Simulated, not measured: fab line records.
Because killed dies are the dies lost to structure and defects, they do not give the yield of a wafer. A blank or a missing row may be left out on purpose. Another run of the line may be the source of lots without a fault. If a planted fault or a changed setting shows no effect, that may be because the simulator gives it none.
Which tool did it? :: flow sky130 :: 14 lots with 42 wafers sampled at 6 steps, on a route of 708 steps

== WHAT EACH GAUGE READ, for each wafer ==
SKY_LDD_HVN_OVL_MEAS_07.
lot: L436
measured: day 20 03:30
on: overlay-02
LDD_HVN_OVL (nm): 0.5 0.9 0.9

lot: L437
measured: day 20 16:10
on: overlay-01
LDD_HVN_OVL (nm): 2.5 2.3 3.0

lot: L438
measured: day 20 19:23
on: overlay-02
LDD_HVN_OVL (nm): 0.6 -0.2 0.2

lot: L439
measured: day 21 08:41
on: overlay-02
LDD_HVN_OVL (nm): 0.7 0.7 -0.6

lot: L440
measured: day 21 14:02
on: overlay-01
LDD_HVN_OVL (nm): 0.6 0.2 -0.2

lot: L445
measured: day 24 00:47
on: overlay-01
LDD_HVN_OVL (nm): 0.1 1.5 1.7

lot: L446
measured: day 24 10:38
on: overlay-01
LDD_HVN_OVL (nm): 0.0 1.7 0.7

lot: L451
measured: day 26 03:17
on: overlay-02
LDD_HVN_OVL (nm): 0.7 -1.8 -1.7

lot: L452
measured: day 26 08:47
on: overlay-01
LDD_HVN_OVL (nm): 0.2 -0.1 1.4

lot: L454
measured: day 26 21:26
on: overlay-01
LDD_HVN_OVL (nm): -0.3 -1.2 1.7

lot: L455
measured: day 27 01:23
on: overlay-01
LDD_HVN_OVL (nm): 1.0 0.4 -0.5

lot: L456
measured: day 27 09:47
on: overlay-02
LDD_HVN_OVL (nm): 4.6 2.7 3.2

lot: L458
measured: day 28 03:39
on: overlay-01
LDD_HVN_OVL (nm): 1.6 -0.7 2.5

lot: L459
measured: day 28 06:23
on: overlay-02
LDD_HVN_OVL (nm): -0.1 1.2 1.7

SKY_LDD_LDN_TW_MEAS_13.
lot: L436
measured: day 22 18:26
on: film metro-01
LDD_LDN_TW: 1473 1473 1483

lot: L437
measured: day 23 06:28
on: film metro-01
LDD_LDN_TW: 1475 1468 1469

lot: L438
measured: day 23 10:07
on: film metro-01
LDD_LDN_TW: 1474 1470 1470

lot: L439
measured: day 23 22:25
on: film metro-01
LDD_LDN_TW: 1472 1472 1465

lot: L440
measured: day 24 04:13
on: film metro-04
LDD_LDN_TW: 1481 1475 1480

lot: L445
measured: day 26 12:54
on: film metro-02
LDD_LDN_TW: 30 30 30

lot: L446
measured: day 26 21:32
on: film metro-02
LDD_LDN_TW: 30 30 30

lot: L451
measured: day 28 13:28
on: film metro-04
LDD_LDN_TW: 1465 1468 1475

lot: L452
measured: day 28 19:56
on: film metro-01
LDD_LDN_TW: 1461 1466 1468

lot: L454
measured: day 29 07:16
on: film metro-02
LDD_LDN_TW: 1474 1473 1466

lot: L455
measured: day 29 11:11
on: film metro-01
LDD_LDN_TW: 1476 1485 1470

lot: L456
measured: day 29 19:25
on: film metro-01
LDD_LDN_TW: 1472 1478 1485

lot: L458
measured: day 30 12:01
on: film metro-01
LDD_LDN_TW: 1466 1479 1467

lot: L459
measured: day 30 15:04
on: film metro-04
LDD_LDN_TW: 1471 1470 1477

SKY_RES_XHIGH_TW_MEAS_09.
lot: L436
measured: day 26 13:51
on: film metro-04
RES_XHIGH_TW: 1640 1645 1637

lot: L437
measured: day 27 01:17
on: film metro-04
RES_XHIGH_TW: 1634 1640 1631

lot: L438
measured: day 27 05:08
on: film metro-04
RES_XHIGH_TW: 1639 1626 1634

lot: L439
measured: day 27 14:56
on: film metro-04
RES_XHIGH_TW: 1633 1644 1638

lot: L440
measured: day 27 23:56
on: film metro-03
RES_XHIGH_TW: 1639 1635 1636

lot: L445
measured: day 30 03:55
on: film metro-01
RES_XHIGH_TW: 1619 1617 1629

lot: L446
measured: day 30 12:45
on: film metro-04
RES_XHIGH_TW: 1625 1637 1635

lot: L451
measured: day 32 02:41
on: film metro-03
RES_XHIGH_TW: 1635 1648 1641

lot: L452
measured: day 32 09:05
on: film metro-03
RES_XHIGH_TW: 1644 1641 1643

lot: L454
measured: day 32 18:20
on: film metro-01
RES_XHIGH_TW: 1620 1621 1627

lot: L455
measured: day 32 23:50
on: film metro-04
RES_XHIGH_TW: 1637 1635 1636

lot: L456
measured: day 33 06:41
on: film metro-03
RES_XHIGH_TW: 1636 1645 1633

lot: L458
measured: day 33 22:16
on: film metro-04
RES_XHIGH_TW: 1630 1631 1634

lot: L459
measured: day 34 01:44
on: film metro-04
RES_XHIGH_TW: 1636 1634 1634

== WHICH TOOL RAN EACH LOT (tool, then ch and the chambers of the sampled wafers, then the start) ==
lot: L436
SKY_SONOS_ONO_ETCH_15: rie diel-04 ch 0,2,3, day 12 13:41
SKY_LDD_HVP_STRIP_09: plasma asher-01 ch 0,1, day 21 10:34
SKY_LDD_LDN_STRIP_12: plasma asher-02 ch 0,1, day 22 18:20

lot: L437
SKY_SONOS_ONO_ETCH_15: rie diel-04 ch 0,1,3, day 12 23:00
SKY_LDD_HVP_STRIP_09: plasma asher-03 ch 0,1, day 21 23:07
SKY_LDD_LDN_STRIP_12: plasma asher-02 ch 0,1, day 23 06:22

lot: L438
SKY_SONOS_ONO_ETCH_15: rie diel-03 ch 0,1,2, day 13 03:53
SKY_LDD_HVP_STRIP_09: plasma asher-01 ch 0,1, day 22 02:17
SKY_LDD_LDN_STRIP_12: plasma asher-04 ch 1, day 23 10:01

lot: L439
SKY_SONOS_ONO_ETCH_15: rie diel-02 ch 2,3, day 13 11:08
SKY_LDD_HVP_STRIP_09: plasma asher-04 ch 0,1, day 22 15:40
SKY_LDD_LDN_STRIP_12: plasma asher-01 ch 0,1, day 23 22:19

lot: L440
SKY_SONOS_ONO_ETCH_15: rie diel-03 ch 1,2, day 13 19:12
SKY_LDD_HVP_STRIP_09: plasma asher-01 ch 0,1, day 22 21:10
SKY_LDD_LDN_STRIP_12: plasma asher-02 ch 0,1, day 24 04:07

lot: L445
SKY_SONOS_ONO_ETCH_15: rie diel-02 ch 0,1,2, day 15 22:51
SKY_LDD_HVP_STRIP_09: plasma asher-01 ch 0,1, day 25 06:56
SKY_LDD_LDN_STRIP_12: plasma asher-01 ch 0,1, day 26 12:49

lot: L446
SKY_SONOS_ONO_ETCH_15: rie diel-02 ch 2,3, day 16 12:29
SKY_LDD_HVP_STRIP_09: plasma asher-04 ch 0,1, day 25 16:16
SKY_LDD_LDN_STRIP_12: plasma asher-01 ch 0, day 26 21:26

lot: L451
SKY_SONOS_ONO_ETCH_15: rie diel-03 ch 0,1,3, day 18 03:05
SKY_LDD_HVP_STRIP_09: plasma asher-03 ch 0,1, day 27 08:47
SKY_LDD_LDN_STRIP_12: plasma asher-02 ch 1, day 28 13:22

lot: L452
SKY_SONOS_ONO_ETCH_15: rie diel-02 ch 0,3, day 18 10:02
SKY_LDD_HVP_STRIP_09: plasma asher-03 ch 0,1, day 27 14:32
SKY_LDD_LDN_STRIP_12: plasma asher-02 ch 0,1, day 28 19:50

lot: L454
SKY_SONOS_ONO_ETCH_15: rie diel-03 ch 1,2,3, day 18 23:44
SKY_LDD_HVP_STRIP_09: plasma asher-04 ch 0,1, day 28 02:01
SKY_LDD_LDN_STRIP_12: plasma asher-04 ch 0,1, day 29 07:10

lot: L455
SKY_SONOS_ONO_ETCH_15: rie diel-03 ch 0,1,3, day 19 01:02
SKY_LDD_HVP_STRIP_09: plasma asher-01 ch 0,1, day 28 06:28
SKY_LDD_LDN_STRIP_12: plasma asher-04 ch 0,1, day 29 11:05

lot: L456
SKY_SONOS_ONO_ETCH_15: rie diel-04 ch 1,2,3, day 19 12:14
SKY_LDD_HVP_STRIP_09: plasma asher-03 ch 1, day 28 15:10
SKY_LDD_LDN_STRIP_12: plasma asher-01 ch 0,1, day 29 19:19

lot: L458
SKY_SONOS_ONO_ETCH_15: rie diel-04 ch 1,3, day 20 07:09
SKY_LDD_HVP_STRIP_09: plasma asher-01 ch 0,1, day 29 07:58
SKY_LDD_LDN_STRIP_12: plasma asher-04 ch 1, day 30 11:55

lot: L459
SKY_SONOS_ONO_ETCH_15: rie diel-04 ch 0,3, day 20 12:29
SKY_LDD_HVP_STRIP_09: plasma asher-01 ch 0,1, day 29 10:26
SKY_LDD_LDN_STRIP_12: plasma asher-04 ch 0,1, day 30 14:58
- SKY_SONOS_ONO_ETCH_15: etches the open film in CHF3/O2, target depth 19.52 nm, time 7.8 s.
- SKY_LDD_HVP_STRIP_09: strips in O2/N2.
- SKY_LDD_LDN_STRIP_12: strips in O2/N2.

== AS READ BY THE TOOLS THEMSELVES (means over the sampled wafers that have a number; for cases with no such wafer, the mark the record gives instead) ==
SKY_SONOS_ONO_ETCH_15.
lot: L436
tool: rie diel-04
drypump motor current A (A): 5.9
oes product au (a.u.): 0.996
throttle valve pct (%): 8.820

lot: L437
tool: rie diel-04
drypump motor current A (A): 6.1
oes product au (a.u.): 0.995
throttle valve pct (%): 8.817

lot: L438
tool: rie diel-03
drypump motor current A (A): 5.6
oes product au (a.u.): 1.009
throttle valve pct (%): 8.830

lot: L439
tool: rie diel-02
drypump motor current A (A): 5.8
oes product au (a.u.): 0.996
throttle valve pct (%): 8.819

lot: L440
tool: rie diel-03
drypump motor current A (A): 5.1
oes product au (a.u.): 1.002
throttle valve pct (%): 8.822

lot: L445
tool: rie diel-02
drypump motor current A (A): 5.8
oes product au (a.u.): 0.995
throttle valve pct (%): 8.826

lot: L446
tool: rie diel-02
drypump motor current A (A): 6.0
oes product au (a.u.): 0.983
throttle valve pct (%): 8.825

lot: L451
tool: rie diel-03
drypump motor current A (A): 5.8
oes product au (a.u.): 1.010
throttle valve pct (%): 8.822

lot: L452
tool: rie diel-02
drypump motor current A (A): 6.0
oes product au (a.u.): 0.985
throttle valve pct (%): 8.830

lot: L454
tool: rie diel-03
drypump motor current A (A): 5.6
oes product au (a.u.): 1.009
throttle valve pct (%): 8.830

lot: L455
tool: rie diel-03
drypump motor current A (A): 5.8
oes product au (a.u.): 1.012
throttle valve pct (%): 8.826

lot: L456
tool: rie diel-04
drypump motor current A (A): 5.7
oes product au (a.u.): 0.998
throttle valve pct (%): 8.819

lot: L458
tool: rie diel-04
drypump motor current A (A): 5.9
oes product au (a.u.): 1.001
throttle valve pct (%): 8.823

lot: L459
tool: rie diel-04
drypump motor current A (A): 6.3
oes product au (a.u.): 0.990
throttle valve pct (%): 8.825

SKY_LDD_HVP_STRIP_09.
lot: L436
tool: plasma asher-01
chamber pressure mTorr (mTorr): 1499.8
drypump motor current A (A): 5.7
oes product au (a.u.): 0.407
strip time to endpoint s (s): 4.131

lot: L437
tool: plasma asher-03
chamber pressure mTorr (mTorr): 1499.3
drypump motor current A (A): 6.1
oes product au (a.u.): 0.406
strip time to endpoint s (s): 4.141

lot: L438
tool: plasma asher-01
chamber pressure mTorr (mTorr): 1501.0
drypump motor current A (A): 5.5
oes product au (a.u.): 0.405
strip time to endpoint s (s): 4.125

lot: L439
tool: plasma asher-04
chamber pressure mTorr (mTorr): 1500.2
drypump motor current A (A): 5.6
oes product au (a.u.): 0.409
strip time to endpoint s (s): 4.130

lot: L440
tool: plasma asher-01
chamber pressure mTorr (mTorr): 1500.5
drypump motor current A (A): 5.7
oes product au (a.u.): 0.406
strip time to endpoint s (s): 4.145

lot: L445
tool: plasma asher-01
chamber pressure mTorr (mTorr): -
drypump motor current A (A): -
oes product au (a.u.): -
strip time to endpoint s (s): -

lot: L446
tool: plasma asher-04
chamber pressure mTorr (mTorr): -
drypump motor current A (A): -
oes product au (a.u.): -
strip time to endpoint s (s): -

lot: L451
tool: plasma asher-03
chamber pressure mTorr (mTorr): 1501.0
drypump motor current A (A): 5.8
oes product au (a.u.): 0.413
strip time to endpoint s (s): 4.139

lot: L452
tool: plasma asher-03
chamber pressure mTorr (mTorr): 1499.6
drypump motor current A (A): 6.1
oes product au (a.u.): 0.410
strip time to endpoint s (s): 4.114

lot: L454
tool: plasma asher-04
chamber pressure mTorr (mTorr): 1500.5
drypump motor current A (A): 5.5
oes product au (a.u.): 0.406
strip time to endpoint s (s): 4.160

lot: L455
tool: plasma asher-01
chamber pressure mTorr (mTorr): 1499.9
drypump motor current A (A): 5.6
oes product au (a.u.): 0.410
strip time to endpoint s (s): 4.144

lot: L456
tool: plasma asher-03
chamber pressure mTorr (mTorr): 1499.7
drypump motor current A (A): 6.4
oes product au (a.u.): 0.410
strip time to endpoint s (s): 4.127

lot: L458
tool: plasma asher-01
chamber pressure mTorr (mTorr): 1500.8
drypump motor current A (A): 5.5
oes product au (a.u.): 0.407
strip time to endpoint s (s): 4.168

lot: L459
tool: plasma asher-01
chamber pressure mTorr (mTorr): 1501.2
drypump motor current A (A): 5.7
oes product au (a.u.): 0.409
strip time to endpoint s (s): 4.155

SKY_LDD_LDN_STRIP_12.
lot: L436
tool: plasma asher-02
chamber pressure mTorr (mTorr): 1498.4
drypump motor current A (A): 5.0
oes product au (a.u.): 0.712
strip time to endpoint s (s): 14.21

lot: L437
tool: plasma asher-02
chamber pressure mTorr (mTorr): 1499.9
drypump motor current A (A): 5.0
oes product au (a.u.): 0.709
strip time to endpoint s (s): 14.23

lot: L438
tool: plasma asher-04
chamber pressure mTorr (mTorr): 1499.5
drypump motor current A (A): 5.5
oes product au (a.u.): 0.712
strip time to endpoint s (s): 14.16

lot: L439
tool: plasma asher-01
chamber pressure mTorr (mTorr): 1500.2
drypump motor current A (A): 5.7
oes product au (a.u.): 0.713
strip time to endpoint s (s): 14.21

lot: L440
tool: plasma asher-02
chamber pressure mTorr (mTorr): 1499.6
drypump motor current A (A): 5.1
oes product au (a.u.): 0.711
strip time to endpoint s (s): 14.17

lot: L445
tool: plasma asher-01
chamber pressure mTorr (mTorr): 1499.6
drypump motor current A (A): 5.6
oes product au (a.u.): 0.714
strip time to endpoint s (s): 18.73

lot: L446
tool: plasma asher-01
chamber pressure mTorr (mTorr): 1500.3
drypump motor current A (A): 5.9
oes product au (a.u.): 0.713
strip time to endpoint s (s): 18.73

lot: L451
tool: plasma asher-02
chamber pressure mTorr (mTorr): 1498.0
drypump motor current A (A): 5.0
oes product au (a.u.): 0.713
strip time to endpoint s (s): 14.14

lot: L452
tool: plasma asher-02
chamber pressure mTorr (mTorr): 1500.9
drypump motor current A (A): 5.1
oes product au (a.u.): 0.716
strip time to endpoint s (s): 14.13

lot: L454
tool: plasma asher-04
chamber pressure mTorr (mTorr): 1499.6
drypump motor current A (A): 5.5
oes product au (a.u.): 0.719
strip time to endpoint s (s): 14.17

lot: L455
tool: plasma asher-04
chamber pressure mTorr (mTorr): 1500.2
drypump motor current A (A): 5.5
oes product au (a.u.): 0.717
strip time to endpoint s (s): 14.11

lot: L456
tool: plasma asher-01
chamber pressure mTorr (mTorr): 1501.1
drypump motor current A (A): 5.7
oes product au (a.u.): 0.713
strip time to endpoint s (s): 14.13

lot: L458
tool: plasma asher-04
chamber pressure mTorr (mTorr): 1499.0
drypump motor current A (A): 5.5
oes product au (a.u.): 0.710
strip time to endpoint s (s): 14.20

lot: L459
tool: plasma asher-04
chamber pressure mTorr (mTorr): 1499.3
drypump motor current A (A): 5.6
oes product au (a.u.): 0.715
strip time to endpoint s (s): 14.24

== THE ANSWER, worked out from the rows above alone ==
Rule: usual is defined by the lots themselves. Put in order of their means at a reading, lots are off if they are a third of the lots or fewer, leave a main group of 4 or more, and stand apart from it by a gap of 3 or more times the standard deviation of the main group's means; of several such gaps the widest counts. A main group is skipped when, at the precision printed for the reading in the tables above, its means are all equal. Also off: a lot with no number at a reading for which 4 or more lots have one. All remaining lots with rows at the step are treated as sound. Order of review: gauges by route order, followed by the tools' own readings, for which a lot's mean as printed above is used. The first step at which some lot is off is used, and at that step the reading that is off furthest; a lot without a number counts as furthest.
Off: L445, L446, seen at SKY_LDD_LDN_TW_MEAS_13 (LDD_LDN_TW). Main group: mean 1473, sd 4.
A tool fits if, at a process step before that reading, it ran every lot that is off, and no sound lot after the first of them. Not tried: the gauges at SKY_LDD_LDN_TW_MEAS_13; whatever is off there is also off at SKY_LDD_HVP_STRIP_09, on other tools, and gauge error can't account for it. No candidate that was tried fits.

== WHAT WAS PUT IN BY THE SIMULATOR ==
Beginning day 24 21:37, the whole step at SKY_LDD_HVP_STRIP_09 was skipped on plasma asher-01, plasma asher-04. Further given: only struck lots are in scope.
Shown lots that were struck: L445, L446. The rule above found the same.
